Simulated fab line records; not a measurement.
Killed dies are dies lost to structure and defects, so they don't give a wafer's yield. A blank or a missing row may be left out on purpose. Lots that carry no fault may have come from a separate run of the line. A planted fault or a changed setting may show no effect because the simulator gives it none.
Which of the tools did it? / flow sky130 / 11 lots, 33 wafers sampled, at 2 steps of a route of 708

== WHAT EACH GAUGE READ, for each wafer ==
SKY_NWELL_RS_MEAS_29: the measuring method here is four-point-probe.
lot=L211; measured=day 5 20:04; on=film metro-02; NWELL_RS (ohm/sq)=625.2 624.4 625.8
lot=L212; measured=day 6 00:38; on=film metro-04; NWELL_RS (ohm/sq)=624.5 624.8 625.1
lot=L214; measured=day 7 02:20; on=film metro-01; NWELL_RS (ohm/sq)=623.9 625.8 624.0
lot=L218; measured=day 7 16:54; on=film metro-01; NWELL_RS (ohm/sq)=623.0 622.9 624.8
lot=L220; measured=day 8 00:44; on=film metro-01; NWELL_RS (ohm/sq)=624.1 624.3 624.4
lot=L221; measured=day 8 08:22; on=film metro-01; NWELL_RS (ohm/sq)=623.7 622.7 622.1
lot=L227; measured=day 9 15:37; on=film metro-01; NWELL_RS (ohm/sq)=623.1 621.4 624.4
lot=L228; measured=day 10 03:42; on=film metro-01; NWELL_RS (ohm/sq)=624.2 624.6 624.0
lot=L229; measured=day 10 18:28; on=film metro-02; NWELL_RS (ohm/sq)=627.5 627.1 627.0
lot=L232; measured=day 11 08:51; on=film metro-04; NWELL_RS (ohm/sq)=622.7 623.9 625.8
lot=L231; measured=day 11 09:43; on=film metro-04; NWELL_RS (ohm/sq)=626.4 628.3 626.2

== EACH LOT AND THE TOOL THAT RAN IT (in order: tool; ch and the chambers of the sampled wafers; start) ==
lot=L211; SKY_NWELL_STRIP_25=plasma asher-03 ch 0,1, day 5 19:46
lot=L212; SKY_NWELL_STRIP_25=plasma asher-03 ch 0,1, day 6 00:19
lot=L214; SKY_NWELL_STRIP_25=plasma asher-04 ch 0,1, day 7 02:01
lot=L218; SKY_NWELL_STRIP_25=plasma asher-04 ch 0,1, day 7 16:35
lot=L220; SKY_NWELL_STRIP_25=plasma asher-02 ch 0,1, day 8 00:25
lot=L221; SKY_NWELL_STRIP_25=plasma asher-02 ch 0,1, day 8 08:03
lot=L227; SKY_NWELL_STRIP_25=plasma asher-04 ch 0,1, day 9 15:19
lot=L228; SKY_NWELL_STRIP_25=plasma asher-03 ch 0,1, day 10 03:23
lot=L229; SKY_NWELL_STRIP_25=plasma asher-02 ch 0,1, day 10 18:04
lot=L232; SKY_NWELL_STRIP_25=plasma asher-03 ch 0, day 11 08:28
lot=L231; SKY_NWELL_STRIP_25=plasma asher-02 ch 0,1, day 11 09:24
- SKY_NWELL_STRIP_25: strips in O2/N2.

== AS READ BY THE TOOLS THEMSELVES (means over the sampled wafers that have a number; for cases with no such wafer, the mark the record gives instead) ==
SKY_NWELL_STRIP_25.
lot=L211; tool=plasma asher-03; drypump motor current A (A)=5.6; o2 flow sccm (sccm)=2997; oes product au (a.u.)=0.721; strip time to endpoint s (s)=36.95
lot=L212; tool=plasma asher-03; drypump motor current A (A)=5.6; o2 flow sccm (sccm)=3000; oes product au (a.u.)=0.722; strip time to endpoint s (s)=36.86
lot=L214; tool=plasma asher-04; drypump motor current A (A)=6.0; o2 flow sccm (sccm)=2996; oes product au (a.u.)=0.720; strip time to endpoint s (s)=36.98
lot=L218; tool=plasma asher-04; drypump motor current A (A)=6.1; o2 flow sccm (sccm)=3006; oes product au (a.u.)=0.719; strip time to endpoint s (s)=36.84
lot=L220; tool=plasma asher-02; drypump motor current A (A)=5.4; o2 flow sccm (sccm)=2993; oes product au (a.u.)=0.724; strip time to endpoint s (s)=36.89
lot=L221; tool=plasma asher-02; drypump motor current A (A)=5.2; o2 flow sccm (sccm)=3002; oes product au (a.u.)=0.722; strip time to endpoint s (s)=36.81
lot=L227; tool=plasma asher-04; drypump motor current A (A)=6.1; o2 flow sccm (sccm)=3002; oes product au (a.u.)=0.721; strip time to endpoint s (s)=36.79
lot=L228; tool=plasma asher-03; drypump motor current A (A)=5.7; o2 flow sccm (sccm)=3001; oes product au (a.u.)=0.721; strip time to endpoint s (s)=36.80
lot=L229; tool=plasma asher-02; drypump motor current A (A)=5.4; o2 flow sccm (sccm)=2997; oes product au (a.u.)=0.723; strip time to endpoint s (s)=36.87
lot=L232; tool=plasma asher-03; drypump motor current A (A)=5.5; o2 flow sccm (sccm)=2991; oes product au (a.u.)=0.724; strip time to endpoint s (s)=36.95
lot=L231; tool=plasma asher-02; drypump motor current A (A)=5.2; o2 flow sccm (sccm)=3003; oes product au (a.u.)=0.723; strip time to endpoint s (s)=36.91

== THE ANSWER, worked out from the rows above alone ==
Rule: the usual values come from the lots themselves. The widest of any qualifying gaps counts: lots, ordered by their means at a reading, are off when they make up no more than a third of the lots, leave a main group of 4 or more, and stand apart from it by 3 or more times the standard deviation of that group's means. A main group is skipped when, at the precision printed for the reading in the tables above, its means are all equal. Also off: a lot with no number at a reading for which 4 or more lots have one. The other lots that the step has rows for count as sound. After the gauges, taken in route order, come the tools' own readings; for these a lot's mean is taken, as printed above. The first step at which some lot is off is used, and at that step the reading that is off furthest; a lot without a number counts as furthest.
None of the lots is off at any reading shown; this tells nothing.

== WHAT THE SIMULATOR PUT IN ==
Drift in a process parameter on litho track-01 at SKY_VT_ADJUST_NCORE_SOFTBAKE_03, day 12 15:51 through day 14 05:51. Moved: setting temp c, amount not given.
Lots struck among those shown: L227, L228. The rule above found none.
